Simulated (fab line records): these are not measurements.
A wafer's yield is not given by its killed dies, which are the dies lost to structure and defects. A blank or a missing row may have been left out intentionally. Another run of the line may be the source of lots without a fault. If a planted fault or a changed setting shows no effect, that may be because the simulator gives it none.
A lot that was struck, set against a sound lot | flow sky130 | 15 out of 708 route steps
Sound: these wafers, L712.3, L712.5, L712.6. Struck: wafers L721.1, L721.2, L721.3. The cause is named last.
Order at every step that has rows: each side's tool, ch and its chambers, its first start. Under that, the readings that differ: sound wafers | struck wafers | difference of the means | sigmas: that difference in standard deviations of wafers without a fault.
alike: readings whose means differ by less than 2 such deviations, and words and numbers that are the same on both sides. not compared: withheld readings, readings that some wafer has no value for, bounds like >300 that may hide the same value, and numbers for which the record gives no deviation and whose values overlap.
Wherever a step has rows on one side only, a row that says differs or no value, or a row with sigmas, the two part there. Numbers that have no deviation but don't overlap get no sigmas and don't part them. A reading that every wafer of one side lacks parts them only if that side has two wafers or more.

SKY_CONTACT_ETCH_16: etches BARC in N2/H2, stops on SiO2, time 45.9 s, target depth 60 nm.
  sound on rie-diel-03 ch 1,2, day 35 14:21; struck on rie-diel-03 ch 0,2,3, day 38 12:06
  alike: drypump-motor-current-A, oes-product-au, throttle-valve-pct
  not compared: rf-hours-counter-h
SKY_CONTACT_ETCH_17: etches SiO2 in C4F8/O2/Ar, stops on Si3N4, target depth 340 nm.
  sound on rie-diel-03 ch 1,2, day 35 14:23; struck on rie-diel-03 ch 0,2,3, day 38 12:08
  alike: oes-product-au
then, 1 step without rows for these wafers: SKY_CONTACT_ETCH_18 (etches Si3N4 in CHF3/O2, stops on TiN, time 39 s, target depth 75 nm).
SKY_CONTACT_STRIP_19: strips in O2/N2.
  sound on plasma-asher-02 ch 0,1, day 35 14:31; struck on plasma-asher-04 ch 0,1, day 38 12:14
  alike: drypump-motor-current-A, oes-product-au, strip-time-to-endpoint-s
  not compared: rf-hours-counter-h
then, 4 steps without rows for these wafers: SKY_CONTACT_STRIP_20 (strips in post etch residue remover, time 1200 s); SKY_CONTACT_CLEAN_21 (cleans in IPA, time 180 s); SKY_CONTACT_CLEAN_22 (cleans in O3/DIW); SKY_CONTACT_SPUTTER_23 (material TiN, target thk 20 nm, time 80 s).
SKY_CONTACT_CVD_24: deposits W, target thk 340 nm, time 102.12 s.
  sound on cvd-w-02 ch 0,1, day 35 15:10; struck on cvd-w-02 ch 0,1, day 38 12:55
  alike: heater-power-w
SKY_CONTACT_RS_MEAS_25: measures by four-point-probe.
  sound on film-metro-01, day 35 15:17; struck on film-metro-04, day 38 13:02
  alike: CONTACT_W_RS
SKY_CONTACT_THK_MEAS_26: measures by xrf.
  sound on film-metro-01, day 35 15:23; struck on film-metro-04, day 38 13:09
  alike: CONTACT_W_THK
then, 1 step without rows for these wafers: SKY_CONTACT_CMP_27 (polishes, stops on SiO2, t overpolish 15 s, target thk 0 nm).
SKY_METAL1_SPUTTER_00: material Ti, target thk 15 nm, time 10 s.
  sound on pvd-sputter-04, day 35 15:44; struck on pvd-sputter-04, day 38 13:31
  no value came back on the struck wafers for cathode-dc-power-W (W), chamber-pressure-pa (Pa), throttle-valve-pct (%); on the sound wafers cathode-dc-power-W (W) reads 2999.5 3000.5 3000.1
SKY_METAL1_SPUTTER_01: material TiN, target thk 20 nm, time 16.7 s.
  sound on pvd-sputter-04, day 35 15:45; struck on pvd-sputter-04, day 38 13:32
  alike: cathode-dc-power-W, chamber-pressure-pa, throttle-valve-pct
-- the record jumps here: 12 days lie between the struck wafers' starts before and after (it left off in module METAL1 and takes up again in module PAD_OPEN, whose first step shown is number 708 of the route) --
SKY_PAD_OPEN_PROBE_99:
  sound on prober-01, day 48 17:04; struck on prober-02, day 50 16:55
  reading                       | sound             | struck            | difference | sigmas
  model.etest.mcon-chain.rc-ohm | 16.48 16.63 15.64 | 17.69 17.77 17.94 | +1.55      |
  alike: defect-limited-yield, killed_at_M0_to_M3, killed_at_M4_up, killed-at-contacts, killed-at-front-end, killed-at-other, killed-dies, killed-open, killed-short, sort_bin_3_pad_short, sort_bin_5_function, sort_bin_6_memory, sort-n-pass, sort-yield-pct

== WHERE THEY PART ==
Only at SKY_METAL1_SPUTTER_00, as far as this record shows. Later steps at which nothing parts them and some readings are alike: SKY_METAL1_SPUTTER_01, SKY_PAD_OPEN_PROBE_99.

WHY: what had been put in by the simulator
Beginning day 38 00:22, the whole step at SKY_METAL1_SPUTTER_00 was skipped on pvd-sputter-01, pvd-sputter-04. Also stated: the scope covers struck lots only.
